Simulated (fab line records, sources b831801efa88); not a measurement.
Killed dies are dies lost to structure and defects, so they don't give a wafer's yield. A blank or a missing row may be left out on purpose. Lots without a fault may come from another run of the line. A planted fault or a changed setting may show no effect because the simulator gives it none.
A struck lot beside a sound one | flow sky130 | 15 steps out of a route of 708
Sound: wafers L741.1, L741.2, L741.4. Struck: wafers L755.1, L755.2, L755.5. The cause comes at the end.
At each step with rows: each side's tool, then ch and its chambers, then its first start. Under that, the readings that differ: sound wafers | struck wafers | difference of the means | sigmas: that difference in standard deviations of wafers without a fault.
alike: readings whose means differ by less than 2 such deviations, and words and numbers that are the same on both sides. not compared: withheld readings, readings that some wafer has no value for, bounds like >300 that may hide the same value, and numbers for which the record gives no deviation and whose values overlap.
The two part at a step that has a row with sigmas, a row that says differs or no value, or rows on one side only. Numbers that don't overlap but have no deviation are shown without sigmas and don't part them. A reading that every wafer of one side lacks parts them only if that side has two wafers or more.

first, 4 steps without rows for these wafers: SKY_LDD_N_SOFTBAKE_03 (time 60 s); SKY_LDD_N_EXPOSE_04 (exposes mask NTM, target cd 840 nm); SKY_LDD_N_PEB_05; SKY_LDD_N_DEVELOP_06 (develop time 60 s).
SKY_LDD_N_OVL_MEAS_07:
  sound on overlay-01, day 19 23:19; struck on overlay-02, day 25 02:29
  alike: LDD_N_OVL
then, 7 steps without rows for these wafers: SKY_LDD_N_IMPLANT_08; SKY_LDD_N_IMPLANT_09; SKY_LDD_N_IMPLANT_10; SKY_LDD_N_IMPLANT_11; SKY_LDD_N_IMPLANT_12; SKY_LDD_N_IMPLANT_13; SKY_LDD_N_IMPLANT_14.
SKY_LDD_N_IMPLANT_15:
  sound on implanter-01 ch 0, day 20 00:24; struck on implanter-01 ch 0, day 25 03:34
  reading                | sound                | struck               | difference | sigmas
  rotation_deg (degrees) | 269.80 270.08 270.05 | 438.10 438.13 437.96 | +168.09    | +99 or more
  alike: end_station_pressure_torr
SKY_LDD_N_STRIP_16: strips in O2/N2.
  sound on plasma_asher-04 ch 0,1, day 20 00:33; struck on plasma_asher-03 ch 0,1, day 25 03:43
  alike: drypump_motor_current_A, oes_product_au, strip_time_to_endpoint_s
  not compared: rf_hours_counter_h
-- the record jumps here: 25 days lie between the struck wafers' starts before and after (it left off in module LDD_N and takes up again in module PAD_OPEN, whose first step shown is number 708 of the route) --
SKY_PAD_OPEN_PROBE_99:
  sound on prober-02, day 47 13:29; struck on prober-02, day 50 14:43
  reading                                    | sound                | struck               | difference | sigmas
  killed_open                                | 63 54 62             | 50 41 40             | -16        | -2
  model.etest.nfet_01v8_turned.vt_sat_v (V)  | 0.6539 0.6581 0.6645 | 0.6073 0.6002 0.5993 | -0.0566    |
  model.etest.nfet_01v8_swapped.vt_sat_v (V) | 0.6503 0.6584 0.665  | 0.6421 0.6231 0.6218 | -0.0289    |
  alike: killed_at_M0_to_M3, killed_at_M4_up, killed_at_contacts, killed_at_front_end, killed_at_other, killed_dies, killed_short
  not compared: model.etest.nfet_01v8_turned.vt_v

WHERE THEY PART
First at SKY_LDD_N_IMPLANT_15; last, within this record, at SKY_PAD_OPEN_PROBE_99.

WHY: what the simulator had put in
Process parameter drift: implanter-01, from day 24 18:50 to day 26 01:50, at SKY_LDD_N_IMPLANT_15. Setting rotation_deg, moved by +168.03, from 270. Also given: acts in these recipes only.
